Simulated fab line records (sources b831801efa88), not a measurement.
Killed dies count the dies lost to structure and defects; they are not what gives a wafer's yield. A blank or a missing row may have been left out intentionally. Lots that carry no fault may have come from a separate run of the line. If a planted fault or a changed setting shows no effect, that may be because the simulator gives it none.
2 desks looking at one fault ; flow sky130 ; numbers are kept per desk, each desk with only its own; the story behind them comes last

## TOOL OWNER'S DESK, cmp-02
The tool's own readings at SKY_CONTACT_CMP_04 (polishes SiO2): means of the sampled wafers that have a number, for each lot that ran on this tool. If a lot's mean is further than 4 standard deviations from the usual mean, the lot is out of limits and carries the mark OUT (the distance appears in the brackets).
Columns: A = head_pressure_psi at SKY_CONTACT_CMP_04, usual 4.001 psi; B = motor_current_A at SKY_CONTACT_CMP_04, usual 11.5 A; C = slurry_flow_ml_min at SKY_CONTACT_CMP_04, usual 150.0; D = time_to_endpoint_s at SKY_CONTACT_CMP_04, usual 84 s
lot;first seen here;A;B;C;D
L452;day 32 11:07;3.998;11.3;149.6;83
L451;day 32 16:25;4.007;10.9;149.6;81
L454;day 33 06:38;1.745 (-99 or more) OUT;7.0 (-6.3) OUT;149.9;108 (+6.4) OUT
L455;day 33 16:55;1.746 (-99 or more) OUT;6.8 (-6.5) OUT;149.8;109 (+6.5) OUT
L463;day 36 08:34;3.994;10.9;150.3;86
L466;day 36 21:06;4.001;10.9;150.2;81
L467;day 37 07:42;4.010;10.8;150.5;81
L468;day 37 12:40;4.003;11.2;150.4;79
L472;day 38 11:40;4.008;11.2;149.9;83
This desk finds L454, L455 out of limits, L454 being first, at day 33 06:38 (head_pressure_psi at SKY_CONTACT_CMP_04). L452, L451, L463, L466, L467, L468, L472 stayed within limits.

## AT THE METROLOGY DESK
What the gauges read for every lot (on any tool): the sampled wafers with a number, averaged. If a lot's mean is further than 4 standard deviations from the usual mean, the lot is out of limits and carries the mark OUT (the distance appears in the brackets).
Columns: A = RES_XHIGH_RS at SKY_SD_N_RS_MEAS_18, usual 332.9 ohm/sq; B = CONTACT_BOW at SKY_CONTACT_BOW_MEAS_05, usual 82 um
lot;first seen here;A;B
L449;day 29 08:43;333.0;86
L452;day 29 23:24;333.2;81
L451;day 30 02:20;333.5;72
L454;day 30 20:04;332.0;90
L455;day 31 05:09;333.6;87
L462;day 33 16:30;331.5;87
L463;day 33 23:13;333.4;86
L466;day 34 12:05;334.6;87
L467;day 34 23:16;334.2;79
L468;day 35 03:58;333.2;80
L470;day 35 23:18;330.7;82
L472;day 36 03:39;333.4;84
This desk's verdict: no lot among the 12 shows anything out of limits.

## TAKEN TOGETHER
On L454, L455, at day 33 06:38, an alarm was possible from the tool owner's desk.
At the metrology desk, nothing out of limits was observed.
The metrology desk has L454, L455 on record, within its limits.
Of the lots named, all ran SKY_CONTACT_CMP_04 on cmp-02.

## WHAT THE SIMULATOR HAD PUT IN
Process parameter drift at SKY_CONTACT_CMP_04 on cmp-02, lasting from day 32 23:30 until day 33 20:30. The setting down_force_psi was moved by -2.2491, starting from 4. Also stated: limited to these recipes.
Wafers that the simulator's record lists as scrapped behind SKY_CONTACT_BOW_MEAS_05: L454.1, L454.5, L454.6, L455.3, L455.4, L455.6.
Shown lots that were struck: L454, L455.
Each desk's first reading out of limits, in hours after the fault started: the tool owner's desk, 7.
